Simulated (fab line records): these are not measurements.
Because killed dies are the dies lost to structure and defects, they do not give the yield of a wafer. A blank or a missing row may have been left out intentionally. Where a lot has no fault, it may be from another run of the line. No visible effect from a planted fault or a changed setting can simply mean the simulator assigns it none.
fab line records | flow gf180mcu
[record] lots = 12 wafers = 36 last_day = 34
route steps=602 shown LVPWELL@62 MVSD@136 DUAL_GATE@144
lots with no fault: from the same line, run without faults
start_h: the number of hours between the record's first day and the start of the first shown wafer of the lot | wait_h: how many hours have passed since the lot's step before this one | " repeats the value in the row above | L1.1+2: several wafers, shown together as one row | - no value, or no start was given | * or withheld: withheld | < > ~ a bound
route shown NAME@n: names a module that has steps shown in the file, with the first one's number in the route | usual: mean/standard deviation taken from wafers without a fault | same: alike in all rows | chamber/n: place in a boat | sites: each site's reading | _std_site: standard deviation across them | _edge_site: mean of outer sites minus mean of inner sites | radius_mm: how far each site lies from the wafer's centre | mask NAME#n: copy n | behind: the most recent tool/chamber to have shaped the wafer | hold: cause of the lot's hold/its duration in hours/its outcome | device: which transistor (n, p or np) failed to switch | end of line: the route-end tests of the same wafers | for a step that has no rows: nothing shown but its recipe | killed: not the wafer's yield, but the dies lost to structure and defects at the first sort | map: per-die view of a wafer (x killed, . not killed, _ where there is no die)
set.NAME: the setting that was run; set.NAME@STEP: the one run at that earlier step | model.NAME: the simulator's own value behind a step, which no gauge read
a sample of lots followed through the steps of the route, with each step as a table and each wafer as a row
services: from which hour (start_h, from the record's first day; less than 0 if before it) a tool's chamber was out of use, for how many hours, and why
[[steps]]
[step GF_LVPWELL_IMPLANT_08]
[recipe] species = B energy_kev = 170 dose_cm2 = 1.5e+13 tilt_deg = 0
[usual] beam_energy_keV = 170.01/0.057 beam_on_s = 10.02/0.19
// columns lot.wafer tool chamber start_h wait_h beam_energy_keV beam_on_s
L145.3 implanter-02 0 73.75 0.1 170.04 9.78
L145.4 " 0 " " 170.04 10.21
L145.6 " 0 " " 170.10 10.43
L146.1 implanter-04 0 82.35 0.0 169.97 9.78
L146.4 " 0 " " 170.05 9.97
L146.5 " 0 " " 170.05 10.14
L147.2 implanter-02 0 87.09 0.0 170.03 10.18
L147.3 " 0 " " 170.08 10.04
L147.5 " 0 " " 170.03 9.57
L148.2 implanter-02 0 91.61 0.0 135.96 10.28
L148.4 " 0 " " 136.04 9.92
L148.5 " 0 " " 136.00 9.90
L151.3 implanter-02 0 108.10 0.1 136.01 10.22
L151.4 " 0 " " 136.08 9.84
L151.6 " 0 " " 136.00 10.34
L157.2 implanter-01 0 143.41 0.0 169.96 10.22
L157.5 " 0 " " 169.98 10.21
L157.6 " 0 " " 170.02 10.08
L160.2 implanter-01 0 156.18 0.0 170.03 10.07
L160.5 " 0 " " 169.94 9.87
L160.6 " 0 " " 169.94 9.75
L162.2 implanter-01 0 168.93 0.0 170.06 9.91
L162.3 " 0 " " 169.98 9.83
L162.4 " 0 " " 170.00 10.34
L163.3 implanter-02 0 183.72 0.1 170.00 10.29
L163.5 " 0 " " 170.03 9.63
L163.6 " 0 " " 170.04 10.28
L165.2 implanter-02 0 193.41 0.0 170.09 10.16
L165.4 " 0 " " 169.97 10.02
L165.5 " 0 " " 170.08 10.02
L166.2 implanter-04 0 193.49 0.0 170.07 10.17
L166.4 " 0 " " 170.02 9.72
L166.6 " 0 " " 170.01 10.33
L167.2 implanter-04 0 198.08 0.0 170.03 10.17
L167.3 " 0 " " 170.10 9.99
L167.6 " 0 " " 170.10 9.82
[step GF_LVPWELL_TW_MEAS_11]
[usual] LVPWELL_TW = 565.1/2.4
// columns lot.wafer tool chamber start_h wait_h LVPWELL_TW
L145.3 film_metro-04 - 74.12 0.1 565.1
L145.4 " - " " 566.3
L145.6 " - " " 563.7
L146.1 film_metro-01 - 82.75 0.1 569.3
L146.4 " - " " 564.8
L146.5 " - " " 563.4
L147.2 film_metro-01 - 87.48 0.1 563.9
L147.3 " - " " 567.8
L147.5 " - " " 566.1
L148.2 film_metro-04 - 92.00 0.1 557.8
L148.4 " - " " 559.1
L148.5 " - " " 559.6
L151.3 film_metro-04 - 108.47 0.1 559.4
L151.4 " - " " 557.1
L151.6 " - " " 556.7
L157.2 film_metro-02 - 143.79 0.1 563.3
L157.5 " - " " 562.8
L157.6 " - " " 564.9
L160.2 film_metro-01 - 156.56 0.1 564.9
L160.5 " - " " 565.6
L160.6 " - " " 564.7
L162.2 film_metro-04 - 169.31 0.1 563.4
L162.3 " - " " 563.8
L162.4 " - " " 561.7
L163.3 film_metro-02 - 184.09 0.1 562.6
L163.5 " - " " 561.6
L163.6 " - " " 563.4
L165.2 film_metro-02 - 193.79 0.1 568.2
L165.4 " - " " 566.7
L165.5 " - " " 569.6
L166.2 film_metro-01 - 193.88 0.1 568.0
L166.4 " - " " 566.9
L166.6 " - " " 567.1
L167.2 film_metro-04 - 198.46 0.1 561.7
L167.3 " - " " 565.6
L167.6 " - " " 561.5
[step GF_VT_IMPLANT_RS_MEAS_46]
[recipe] thk_meas_gauge = four-point-probe
[usual] MVSD_RS = 456.9/1
// columns lot.wafer tool chamber start_h wait_h MVSD_RS[ohm/sq]
L145.3 film_metro-04 - 162.66 0.1 456.7
L145.4 " - " " 457.2
L145.6 " - " " 457.1
L146.1 film_metro-01 - 171.13 0.1 456.9
L146.4 " - " " 456.5
L146.5 " - " " 456.4
L147.2 film_metro-01 - 176.15 0.1 455.2
L147.3 " - " " 455.3
L147.5 " - " " 456.5
L148.2 film_metro-01 - 181.65 0.1 455.2
L148.4 " - " " 456.4
L148.5 " - " " 457.3
L151.3 film_metro-01 - 202.32 0.1 458.5
L151.4 " - " " 458.3
L151.6 " - " " 458.4
L157.2 film_metro-04 - 246.49 0.1 455.9
L157.5 " - " " 456.8
L157.6 " - " " 458.2
L160.2 film_metro-04 - 261.79 0.1 456.4
L160.5 " - " " 457.1
L160.6 " - " " 457.4
L162.2 film_metro-01 - 277.28 0.1 458.4
L162.3 " - " " 457.2
L162.4 " - " " 459.5
L163.3 film_metro-04 - 295.45 0.1 456.9
L163.5 " - " " 457.1
L163.6 " - " " 456.8
L165.2 film_metro-01 - 307.55 0.1 457.4
L165.4 " - " " 458.6
L165.5 " - " " 457.0
L166.2 film_metro-02 - 307.85 0.1 456.0
L166.4 " - " " 456.2
L166.6 " - " " 456.8
L167.2 film_metro-04 - 313.29 0.1 456.4
L167.3 " - " " 456.9
L167.6 " - " " 457.2
[step GF_VT_IMPLANT_RS_MEAS_48]
[recipe] thk_meas_gauge = four-point-probe
[usual] LVPWELL_RS = 1196.7/2.6
// columns lot.wafer tool chamber start_h wait_h LVPWELL_RS[ohm/sq]
L145.3 film_metro-04 - 162.90 0.1 1196.6
L145.4 " - " " 1198.5
L145.6 " - " " 1196.9
L146.1 film_metro-01 - 171.37 0.1 1196.2
L146.4 " - " " 1196.8
L146.5 " - " " 1197.5
L147.2 film_metro-01 - 176.39 0.1 1196.2
L147.3 " - " " 1193.3
L147.5 " - " " 1197.0
L148.2 film_metro-01 - 181.89 0.1 1253.8
L148.4 " - " " 1257.4
L148.5 " - " " 1254.3
L151.3 film_metro-01 - 202.56 0.1 1252.4
L151.4 " - " " 1253.1
L151.6 " - " " 1255.3
L157.2 film_metro-04 - 246.73 0.1 1196.2
L157.5 " - " " 1194.2
L157.6 " - " " 1196.0
L160.2 film_metro-04 - 262.03 0.1 1197.6
L160.5 " - " " 1195.9
L160.6 " - " " 1193.7
L162.2 film_metro-01 - 277.52 0.1 1193.4
L162.3 " - " " 1192.8
L162.4 " - " " 1190.7
L163.3 film_metro-04 - 295.69 0.1 1194.5
L163.5 " - " " 1198.5
L163.6 " - " " 1196.3
L165.2 film_metro-01 - 307.79 0.1 1198.1
L165.4 " - " " 1201.3
L165.5 " - " " 1201.0
L166.2 film_metro-02 - 308.09 0.1 1195.2
L166.4 " - " " 1194.1
L166.6 " - " " 1197.8
L167.2 film_metro-04 - 313.53 0.1 1198.2
L167.3 " - " " 1197.0
L167.6 " - " " 1195.6
[step GF_DUAL_GATE_THK_MEAS_03]
[recipe] reads = SiO2_of_DUAL_GATE_OXIDATION_02
[usual] DUAL_GATE_OXIDATION_00_THK = 10.93/0.21
// columns lot.wafer tool chamber start_h wait_h DUAL_GATE_OXIDATION_00_THK[nm]
L145.3 film_metro-01 - 165.36 0.0 10.89
L145.4 " - " " 10.99
L145.6 " - " " 10.81
L146.1 film_metro-04 - 173.25 0.0 11.01
L146.4 " - " " 10.90
L146.5 " - " " 10.92
L147.2 film_metro-04 - 179.10 0.0 10.90
L147.3 " - " " 11.26
L147.5 " - " " 10.93
L148.2 film_metro-03 - 184.46 0.0 10.79
L148.4 " - " " 10.66
L148.5 " - " " 10.76
L151.3 film_metro-03 - 204.41 0.0 11.24
L151.4 " - " " 11.10
L151.6 " - " " 10.85
L157.2 film_metro-01 - 248.61 0.0 10.90
L157.5 " - " " 10.86
L157.6 " - " " 10.87
L160.2 film_metro-03 - 263.89 0.0 11.39
L160.5 " - " " 11.16
L160.6 " - " " 11.37
L162.2 film_metro-01 - 279.55 0.0 10.73
L162.3 " - " " 10.81
L162.4 " - " " 10.67
L163.3 film_metro-01 - 297.54 0.0 10.77
L163.5 " - " " 10.97
L163.6 " - " " 10.59
L165.2 film_metro-03 - 310.13 0.0 10.96
L165.4 " - " " 11.19
L165.5 " - " " 11.04
L166.2 film_metro-04 - 310.13 0.0 10.55
L166.4 " - " " 10.60
L166.6 " - " " 10.63
L167.2 film_metro-04 - 315.40 0.0 10.98
L167.3 " - " " 11.05
L167.6 " - " " 10.92
[step GF_DUAL_GATE_STRIP_13]
[recipe] chemistry = O2/N2 power_w = 1400 pressure_mtorr = 1500 platen_temp_c = 250 o2_flow_sccm = 3000 n2_flow_sccm = 300 overash_fraction = 0.5
[usual] drypump_motor_current_A = 5.8/0.39 heater_power_w = 375/50 oes_product_au = 0.716/0.0042 strip_time_to_endpoint_s = 12.66/0.036
[same] overash_fraction = 0.5
// columns lot.wafer tool chamber start_h wait_h drypump_motor_current_A heater_power_w oes_product_au rf_hours_counter_h strip_time_to_endpoint_s
L145.3 plasma_asher-04 0 182.19 0.0 5.9 439 0.721 - 12.66
L145.4 " 1 " " 6.2 324 0.716 - 12.67
L145.6 " 1 " " 6.2 320 0.716 - 12.65
L146.1 plasma_asher-01 1 189.46 0.0 5.7 331 0.718 7 12.63
L146.4 " 1 " " 5.7 334 0.712 - 12.64
L146.5 " 0 " " 6.2 415 0.713 - 12.67
L147.2 plasma_asher-02 1 196.16 0.0 5.2 415 0.718 32 12.69
L147.3 " 1 " " 5.2 407 0.714 - 12.74
L147.5 " 0 " " 5.2 313 0.717 - 12.65
L148.2 plasma_asher-01 1 200.73 0.0 5.7 332 0.717 8 12.59
L148.4 " 0 " " 6.3 407 0.709 - 12.64
L148.5 " 0 " " 6.2 420 0.712 - 12.62
L151.3 plasma_asher-04 1 221.06 0.0 6.1 324 0.725 - 12.67
L151.4 " 0 " " 5.8 436 0.719 - 12.68
L151.6 " 1 " " 6.1 314 0.711 - 12.64
L157.2 plasma_asher-04 0 267.11 0.0 5.8 432 0.721 63 12.75
L157.5 " 0 " " 5.8 440 0.713 - 12.67
L157.6 " 1 " " 6.2 319 0.720 - 12.68
L160.2 plasma_asher-01 1 283.41 0.0 5.7 331 0.710 16 12.72
L160.5 " 1 " " 5.7 339 0.713 - 12.70
L160.6 " 0 " " 6.2 411 0.713 - 12.73
L162.2 plasma_asher-02 1 299.82 0.0 5.1 409 0.716 42 12.67
L162.3 " 1 " " 5.2 401 0.716 - 12.65
L162.4 " 0 " " 5.2 316 0.716 - 12.67
L163.3 plasma_asher-04 0 317.56 0.0 5.8 429 0.723 - 12.63
L163.5 " 0 " " 5.8 441 0.726 - 12.65
L163.6 " 1 " " 6.2 324 0.714 - 12.62
L165.2 plasma_asher-02 0 330.56 0.0 5.2 306 0.712 45 12.68
L165.4 " 1 " " 5.2 428 0.716 - 12.67
L165.5 " 0 " " 5.1 313 0.711 - 12.70
L166.2 plasma_asher-04 1 330.86 0.0 6.2 316 0.714 69 12.64
L166.4 " 1 " " 6.1 323 0.711 - 12.68
L166.6 " 1 " " 6.1 330 0.711 - 12.64
L167.2 plasma_asher-04 1 336.71 0.0 6.2 321 0.711 70 12.69
L167.3 " 1 " " 6.2 314 0.717 - 12.66
L167.6 " 1 " " 6.2 314 0.713 - 12.63
[[services]]
// columns tool chamber start_h hours kind
plasma_asher-04 - 61.29 0.4 repair
plasma_asher-01 - 108.75 9.0 pm
plasma_asher-01 0 108.75 9.0 vent_cycle
plasma_asher-01 1 108.75 9.0 vent_cycle
plasma_asher-01 0 117.75 - clean
plasma_asher-01 1 117.75 - clean
plasma_asher-01 - 122.43 2.8 pm
implanter-01 - 126.14 1.1 repair
implanter-04 - 141.60 5.4 pm
plasma_asher-01 - 175.44 1.5 repair
implanter-01 - 186.70 21.2 pm
implanter-02 - 195.54 3.2 repair
implanter-02 - 199.03 7.9 repair
plasma_asher-01 - 223.42 2.9 repair
plasma_asher-04 - 232.08 7.8 repair
implanter-04 - 236.40 2.1 repair
plasma_asher-02 - 246.31 1.2 repair
implanter-02 - 248.14 3.8 pm
implanter-04 - 249.56 3.5 pm
implanter-04 - 280.14 3.9 repair
implanter-01 - 334.40 3.6 pm
[[key]]
[first_sign] step = GF_LVPWELL_IMPLANT_08 reading = beam_energy_keV direction = down sigmas = 99+ usual = 170.01 struck = 136.01
[effect] step = GF_LVPWELL_TW_MEAS_11 reading = LVPWELL_TW direction = down sigmas = 2.8 usual = 565.1 struck = 558.3
[effect] step = GF_VT_IMPLANT_RS_MEAS_48 reading = LVPWELL_RS direction = up sigmas = 22 usual = 1196.7 struck = 1254.4
met_at GF_LVPWELL_IMPLANT_08
struck_lots L148,L151
tester_left_out L148,L151
not_acting_at GF_VT_IMPLANT_RS_MEAS_46,GF_DUAL_GATE_THK_MEAS_03,GF_DUAL_GATE_STRIP_13
onset_between 87.09 91.61
[fault] kind = process_parameter_drift tool = implanter-02 chamber = - onset_h = 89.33 steps = GF_LVPWELL_IMPLANT_08 channel = energy_kev offset = -33.985 shape = step end_h = 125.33 acts_in = these_recipes_only stated = 170
// tester_left_out: of these lots the tester's yield and bins aren't shown, on N5 and GAA mostly nor the transistor test; their killed dies are dies lost to structure and defects alone, not to doping, threshold or leakage, so they don't give the yield
